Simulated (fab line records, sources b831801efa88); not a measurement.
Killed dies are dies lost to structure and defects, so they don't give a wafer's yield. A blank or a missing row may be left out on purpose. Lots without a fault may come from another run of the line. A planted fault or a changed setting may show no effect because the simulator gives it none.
A struck lot beside a sound one | flow gf180mcu | 15 steps out of a route of 602
Sound: wafers L949.1, L949.3, L949.5. Struck: wafers L954.2, L954.4, L954.6. The cause comes at the end.
At each step with rows: each side's tool, then ch and its chambers, then its first start. Under that, the readings that differ: sound wafers | struck wafers | difference of the means | sigmas: that difference in standard deviations of wafers without a fault.
alike: readings whose means differ by less than 2 such deviations, and words and numbers that are the same on both sides. not compared: withheld readings, readings that some wafer has no value for, bounds like >300 that may hide the same value, and numbers for which the record gives no deviation and whose values overlap.
The two part at a step that has a row with sigmas, a row that says differs or no value, or rows on one side only. Numbers that don't overlap but have no deviation are shown without sigmas and don't part them. A reading that every wafer of one side lacks parts them only if that side has two wafers or more.

first, 5 steps without rows for these wafers: GF_V2_COAT_09 (resist thk 1000 nm); GF_V2_SOFTBAKE_10 (time 60 s); GF_V2_EXPOSE_11 (exposes mask Via2, target cd 260 nm); GF_V2_PEB_12 (peb time 90 s); GF_V2_DEVELOP_13 (develop time 60 s).
GF_V2_CD_MEAS_14: target cd 260 nm.
  sound on cd_sem-02, day 21 16:22; struck on cd_sem-02, day 23 08:05
  alike: cd_nm
GF_V2_OVL_MEAS_15:
  sound on overlay-02, day 21 16:29; struck on overlay-01, day 23 08:12
  alike: V2_OVL
GF_V2_ETCH_16: etches BARC in N2/H2.
  sound on rie_diel-01 ch 0,2, day 21 16:31; struck on rie_diel-03 ch 0,2, day 23 08:14
  alike: drypump_motor_current_A, oes_product_au, throttle_valve_pct
GF_V2_ETCH_17: etches SiO2 in C4F8/O2/Ar, stops on TiN, target depth 630 nm.
  sound on rie_diel-01 ch 0,2; struck on rie_diel-03 ch 0,2
  alike: oes_product_au
GF_V2_STRIP_18: strips in O2/N2.
  sound on plasma_asher-03 ch 0,1, day 21 16:39; struck on plasma_asher-01 ch 0,1, day 23 08:22
  alike: drypump_motor_current_A, heater_power_w, oes_product_au
  not compared: rf_hours_counter_h
then, 2 steps without rows for these wafers: GF_V2_STRIP_19 (strips in post etch residue remover, time 1200 s); GF_V2_CLEAN_20 (cleans in DIW).
GF_V2_SPUTTER_21: material Ti, target thk 15 nm, time 80.02 s.
  sound on pvd_sputter-01, day 21 17:12; struck on pvd_sputter-04, day 23 08:54
  no value came back on the struck wafers for cathode_dc_power_W (W), chamber_pressure_pa (Pa), throttle_valve_pct (%), time_s (s); on the sound wafers cathode_dc_power_W (W) reads 2500.2 2500.0 2500.4
GF_V2_SPUTTER_22: material TiN, target thk 10 nm, time 40 s.
  sound on pvd_sputter-01, day 21 17:16; struck on pvd_sputter-04, day 23 08:58
  alike: cathode_dc_power_W, chamber_pressure_pa, throttle_valve_pct
GF_V2_CVD_23: deposits W, target thk 350 nm, time 104.94 s.
  sound on cvd_w-01 ch 0, day 21 17:18; struck on cvd_w-01 ch 0,1, day 23 09:00
  alike: heater_power_w

WHERE THEY PART
Only at GF_V2_SPUTTER_21, within this record. Later steps at which nothing parts them and some readings are alike: GF_V2_SPUTTER_22, GF_V2_CVD_23.

WHY: what the simulator had put in
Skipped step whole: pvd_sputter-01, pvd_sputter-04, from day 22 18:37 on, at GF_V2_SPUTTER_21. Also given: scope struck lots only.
